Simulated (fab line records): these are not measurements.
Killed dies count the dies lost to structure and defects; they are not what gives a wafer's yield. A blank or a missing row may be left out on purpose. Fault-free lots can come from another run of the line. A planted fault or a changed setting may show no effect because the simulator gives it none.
What tool caused it? :: flow gf180mcu :: 7 lots, 21 wafers sampled, at 3 steps of a route of 602

## WHAT THE GAUGES READ, wafer by wafer
GF_HV_LDD_TW_MEAS_38.
lot: L143
measured: day 11 22:43
on: film_metro-01
HV_LDD_3_TW: 1436 1432 1429

lot: L145
measured: day 12 16:40
on: film_metro-04
HV_LDD_3_TW: 1433 1436 1426

lot: L147
measured: day 13 15:28
on: film_metro-02
HV_LDD_3_TW: 1417 1409 1415

lot: L152
measured: day 14 19:52
on: film_metro-01
HV_LDD_3_TW: 1449 1451 1446

lot: L154
measured: day 15 16:46
on: film_metro-01
HV_LDD_3_TW: 1436 1447 1445

lot: L157
measured: day 16 15:55
on: film_metro-02
HV_LDD_3_TW: 1297 1292 1296

lot: L159
measured: day 17 07:40
on: film_metro-01
HV_LDD_3_TW: 1444 1445 1443

## WHAT TOOL EACH LOT RAN ON (gives the tool, then ch and the chambers of the sampled wafers, and finally the start)
lot: L143
GF_HV_LDD_IMPLANT_34: implanter-03 ch 0, day 11 22:10
GF_HV_LDD_STRIP_37: plasma_asher-01 ch 0,1, day 11 22:37

lot: L145
GF_HV_LDD_IMPLANT_34: implanter-03 ch 0, day 12 16:07
GF_HV_LDD_STRIP_37: plasma_asher-04 ch 0,1, day 12 16:34

lot: L147
GF_HV_LDD_IMPLANT_34: implanter-01 ch 0, day 13 14:55
GF_HV_LDD_STRIP_37: plasma_asher-04 ch 0,1, day 13 15:22

lot: L152
GF_HV_LDD_IMPLANT_34: implanter-03 ch 0, day 14 19:19
GF_HV_LDD_STRIP_37: plasma_asher-01 ch 1, day 14 19:46

lot: L154
GF_HV_LDD_IMPLANT_34: implanter-03 ch 0, day 15 16:14
GF_HV_LDD_STRIP_37: plasma_asher-01 ch 0,1, day 15 16:40

lot: L157
GF_HV_LDD_IMPLANT_34: implanter-03, day 16 15:22
GF_HV_LDD_STRIP_37: plasma_asher-03 ch 0,1, day 16 15:49

lot: L159
GF_HV_LDD_IMPLANT_34: implanter-01 ch 0, day 17 07:07
GF_HV_LDD_STRIP_37: plasma_asher-03 ch 0,1, day 17 07:34
- GF_HV_LDD_IMPLANT_34
- GF_HV_LDD_STRIP_37: strips in O2/N2.

## THE ANSWER, worked out from the rows above alone
Rule: what is usual is taken from the lots themselves. Put in order of their means at a reading, lots are off if they are a third of the lots or fewer, leave a main group of 4 or more, and stand apart from it by a gap of 3 or more times the standard deviation of the main group's means; of several such gaps the widest counts. Not used: any main group whose means are identical at the precision the tables above print for the reading. Also off: a lot with no number at a reading for which 4 or more lots have one. Where the step has rows for the other lots, those lots are counted as sound.
Off: L157, at GF_HV_LDD_TW_MEAS_38 (HV_LDD_3_TW). Mean 1436 and standard deviation 12 in the main group.
A tool fits if, at a process step before that reading, it ran every lot that is off, and no sound lot after the first of them. The gauges at GF_HV_LDD_TW_MEAS_38 are tried like those tools. This does not decide it: 2 tools fit, namely implanter-03 at GF_HV_LDD_IMPLANT_34 and film_metro-02 at GF_HV_LDD_TW_MEAS_38.

## WHAT THE SIMULATOR HAD PUT IN
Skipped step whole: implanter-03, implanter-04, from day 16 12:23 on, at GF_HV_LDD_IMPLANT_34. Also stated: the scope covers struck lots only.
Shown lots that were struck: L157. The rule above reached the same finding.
